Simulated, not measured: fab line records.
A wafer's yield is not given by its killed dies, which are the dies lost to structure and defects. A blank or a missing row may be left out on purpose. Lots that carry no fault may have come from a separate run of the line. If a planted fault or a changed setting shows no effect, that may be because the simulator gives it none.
Code-filled problem report in 8D (eight disciplines) form :: flow sky130 :: the parts of the form that need people (team, actions taken, sign-off) are left out

1. PROBLEM STATEMENT
Mean of oes product au at SKY_METAL3_METAL_ETCH_18: 1.001 a.u. across 2 wafers in 2 lots; on wafers with no fault it is 0.863 a.u. (standard deviation 0.0059). Relative to the usual mean, that is a shift of +23 standard deviations.
The step: etches the open film in Cl2/BCl3, stops on SiO2, target depth 845 nm, time 183.1 s.
First observed at day 41 07:20: wafer L120.3, on rie metal-04. The record holds 40 wafers of 14 lots with a number at this step. Rule for "out" (also "out of limits"): further than 4 standard deviations from the usual mean. The rest of the wafers with a number are treated as sound.

2. WHAT IT IS, WHAT IT ISN'T
question: which readings at this step
is: oes product au
is not: drypump motor current A, he backside leak sccm, throttle valve pct

question: which lots
is: L120, L123
is not: L113, L114, L115, L116, L117, L127, L129, L131, L132, L134, L135, L136

question: which wafers of those lots
is: L120.3, L123.4
is not: L120.1, L123.1

question: read on which tools
is: rie metal-04
is not: rie metal-02, rie metal-03

question: when
is: from day 41 07:20
is not: up to then (16 sound wafers); but 22 sound wafers of L123, L127, L129, L131, L132, L134, L135, L136 came after

3. THE SUSPECTS, EACH WITH WHAT RULES IT OUT
Counting: a tool at a process step up to the reading stays a suspect if it ran every lot that is out. Sound lots after the first of them don't rule it out here, since some wafers of a struck lot are sound.
- pvd sputter-01 at SKY_METAL3_SPUTTER_02 (material AlCu, target thk 735 nm, time 39.1 s): kept. Every lot that is out went through it, the first being L120 (day 39 05:49); the last sound lot it ran before that was L117 (day 37 08:24).
- rie metal-04 at SKY_METAL3_METAL_ETCH_18 (etches the open film in Cl2/BCl3, stops on SiO2, target depth 845 nm, time 183.1 s): kept. Every lot that is out went through it, the first being L120 (day 41 07:20); the last sound lot it ran before that was L115 (day 38 20:53). On those wafers its own readings are out: oes product au.
Remaining after the count are pvd sputter-01 at SKY_METAL3_SPUTTER_02 and rie metal-04 at SKY_METAL3_METAL_ETCH_18.

4. THE CAUSE (what the simulator had put in)
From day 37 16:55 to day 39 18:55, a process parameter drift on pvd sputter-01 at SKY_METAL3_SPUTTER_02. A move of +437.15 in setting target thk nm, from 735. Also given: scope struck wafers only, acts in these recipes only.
Counting leaves 2 suspects; this tool is one of them.

5. SEQUENCE OF EFFECTS, ordered by route
Each row: a reading where the mean over the struck wafers with a number is more than 3 standard deviations away from the usual. Readings are gone through only where the record gives a usual standard deviation; hours: the median, over the lots, of the time from a lot's start at the first step in this table giving one to that lot's start at this step; sigmas: the change measured in usual standard deviations.
hours: 0
step: SKY_METAL3_METAL_ETCH_18
reading: oes product au
usual: 0.863 a.u.
on struck wafers: 1.001
change: +0.138
sigmas: +23
It contains these process steps:
- SKY_METAL3_METAL_ETCH_18: etches the open film in Cl2/BCl3, stops on SiO2, target depth 845 nm, time 183.1 s.

6. WHAT WOULD HAVE CAUGHT IT SOONER
86 hours passed between the start of the fault at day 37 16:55 and the first reading out of limits in this record, taken at day 41 07:20.
No tool reading at SKY_METAL3_SPUTTER_02 that has a usual standard deviation in the record was out on any struck wafer, so an alarm limit of 4 standard deviations on those readings would not have fired.
Lots out: 2; all had begun SKY_METAL3_SPUTTER_02 on pvd sputter-01 by day 41 07:20. Holding the tool at that point would not have protected any of them.
